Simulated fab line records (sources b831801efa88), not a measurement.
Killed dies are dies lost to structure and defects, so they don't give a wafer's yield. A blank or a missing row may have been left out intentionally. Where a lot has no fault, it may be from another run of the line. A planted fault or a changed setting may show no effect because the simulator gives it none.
The same fault as seen by 2 desks / flow gf180mcu / each desk holds nothing but its own numbers, with what lay behind them at the end

## FOR THE TOOL OWNER'S DESK: cmp-01
The tool's own readings at GF_V3_CMP_04 (polishes SiO2): means of the sampled wafers that have a number, for each lot that ran on this tool. Any lot whose mean is over 4 standard deviations away from the usual mean is out of limits and marked OUT; that distance is given in the brackets.
Columns: A = motorCurrentA at GF_V3_CMP_04, usual 11.7 A; B = timeToEndpointS at GF_V3_CMP_04, usual 78 s
lot=L584; first seen here=day 23 15:43; A=12.5; B=71
lot=L586; first seen here=day 24 10:47; A=11.3; B=73
lot=L587; first seen here=day 24 19:13; A=11.1; B=60
lot=L589; first seen here=day 25 16:40; A=11.1; B=59
lot=L601; first seen here=day 28 20:10; A=10.8; B=81
Finding of this desk: none of the 5 lots has anything out of limits.

## AT THE METROLOGY DESK
Means of the sampled wafers that have a number, per lot and without regard to the tool the lot ran on: this is what the gauges read. Any lot whose mean is over 4 standard deviations away from the usual mean is out of limits and marked OUT; that distance is given in the brackets.
Columns: A = M3_ALCU_RS at GF_M3_RS_MEAS_05, usual 0.0698 ohm/sq; B = M3_OVL at GF_M3_OVL_MEAS_15, usual -4 nm
lot=L578; first seen here=day 20 06:53; A=0.0702; B=-1
lot=L580; first seen here=day 21 03:19; A=0.0709; B=3
lot=L583; first seen here=day 22 09:43; A=0.0691; B=-9
lot=L584; first seen here=day 22 15:54; A=0.0711; B=-6
lot=L585; first seen here=day 23 00:35; A=0.0695; B=-11
lot=L586; first seen here=day 23 11:34; A=0.0690; B=-10
lot=L587; first seen here=day 23 20:09; A=0.0693; B=-10
lot=L589; first seen here=day 24 18:33; A=0.0702; B=-6
lot=L596; first seen here=day 26 14:25; A=0.0693; B=-13
lot=L599; first seen here=day 27 16:18; A=0.0692; B=3
lot=L600; first seen here=day 27 19:54; A=0.0698; B=-3
lot=L601; first seen here=day 27 23:08; A=0.0690; B=-8
Finding of this desk: none of the 12 lots has anything out of limits.

## ALL TOGETHER
Nothing out of limits was seen by the tool owner's desk.
Metrology desk: nothing out of limits seen.

## WHAT THE SIMULATOR PUT IN
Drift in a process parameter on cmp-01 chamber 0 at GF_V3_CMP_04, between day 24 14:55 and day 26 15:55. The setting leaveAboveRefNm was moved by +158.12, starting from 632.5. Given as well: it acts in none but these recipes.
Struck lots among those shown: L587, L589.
